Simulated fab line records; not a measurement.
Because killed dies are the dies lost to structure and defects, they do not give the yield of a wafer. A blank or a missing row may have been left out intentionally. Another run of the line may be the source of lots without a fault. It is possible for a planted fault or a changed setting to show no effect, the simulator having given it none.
One fault seen from 2 desks + flow sky130 + only its own numbers are on each desk; what lay behind them is given at the end

== AT THE TOOL OWNER'S DESK: implanter-02 ==
The tool's own readings at SKY_LDD_N_IMPLANT_09, given as means over the sampled wafers that have a number, one for each lot that went through this tool. A lot is out of limits, marked OUT, if its mean lies more than 4 standard deviations from the usual mean; the brackets give that distance.
Columns: A = doseIonsCm2 at SKY_LDD_N_IMPLANT_09, usual 7.5e+13; B = faradayCurrentUA at SKY_LDD_N_IMPLANT_09, usual 422
| lot  | first seen here | A                         | B              |
|------|-----------------|---------------------------|----------------|
| L493 | day 18 15:55    | 7.5e+13                   | 422            |
| L494 | day 19 12:07    | 7.5e+13                   | 414            |
| L498 | day 20 00:59    | 7.5e+13                   | 414            |
| L502 | day 21 14:01    | 7.5e+13                   | 412            |
| L504 | day 22 07:31    | 7.5e+13                   | 431            |
| L507 | day 24 12:31    | 8.8e+13 (+99 or more) OUT | 495 (+8.6) OUT |
| L509 | day 24 21:17    | 8.8e+13 (+99 or more) OUT | 494 (+8.4) OUT |
This desk's verdict: out of limits on L507, L509, starting with L507 at day 24 12:31 (doseIonsCm2 at SKY_LDD_N_IMPLANT_09). L493, L494, L498, L502, L504: within limits.

== THE METROLOGY DESK ==
Lot by lot, what the gauges showed, no matter which tool ran the lot: averages of those sampled wafers that carry a number. A lot is out of limits, marked OUT, if its mean lies more than 4 standard deviations from the usual mean; the brackets give that distance.
Columns: A = VT_ADJUST_HVTR_TW at SKY_VT_ADJUST_HVTR_TW_MEAS_11, usual 214.2; B = SONOS_TUNNEL_OVL at SKY_SONOS_TUNNEL_OVL_MEAS_08, usual 0.5 nm; C = SONOS_ONO_OVL at SKY_SONOS_ONO_OVL_MEAS_14, usual -1.0 nm
| lot  | first seen here | A     | B    | C    |
|------|-----------------|-------|------|------|
| L493 | day 10 05:49    | 216.6 | 0.1  | -1.9 |
| L495 | day 10 08:16    | 212.2 | 2.8  | -1.3 |
| L494 | day 10 10:10    | 217.0 | 0.7  | -0.4 |
| L496 | day 10 21:04    | 210.8 | -1.0 | -1.0 |
| L497 | day 11 00:22    | 213.4 | -0.1 | -1.0 |
| L498 | day 11 07:31    | 214.6 | -0.5 | -0.4 |
| L499 | day 11 16:25    | 211.1 | 0.0  | -3.2 |
| L502 | day 12 18:38    | 215.9 | 1.3  | -1.0 |
| L504 | day 13 05:46    | 211.4 | 0.1  | -2.4 |
| L508 | day 15 00:33    | 216.8 | -2.0 | -0.2 |
| L507 | day 15 01:00    | 216.1 | 0.4  | -0.9 |
| L509 | day 15 12:24    | 216.3 | 0.2  | -1.5 |
Finding of this desk: none of the 12 lots has anything out of limits.

== ALL TOGETHER ==
The tool owner's desk had the chance to raise an alarm at day 24 12:31 on L507, L509.
The metrology desk saw nothing out of limits.
The metrology desk holds a record of L507, L509, inside its limits.
Of the lots named, all ran SKY_LDD_N_IMPLANT_09 on implanter-02.

== WHAT THE SIMULATOR HAD INSERTED ==
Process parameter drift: implanter-02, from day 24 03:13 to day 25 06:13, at SKY_LDD_N_IMPLANT_09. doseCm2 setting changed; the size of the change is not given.
Shown lots that were struck: L507, L509.
Hours from the fault's start to each desk's first reading out of limits: the tool owner's desk, 9.
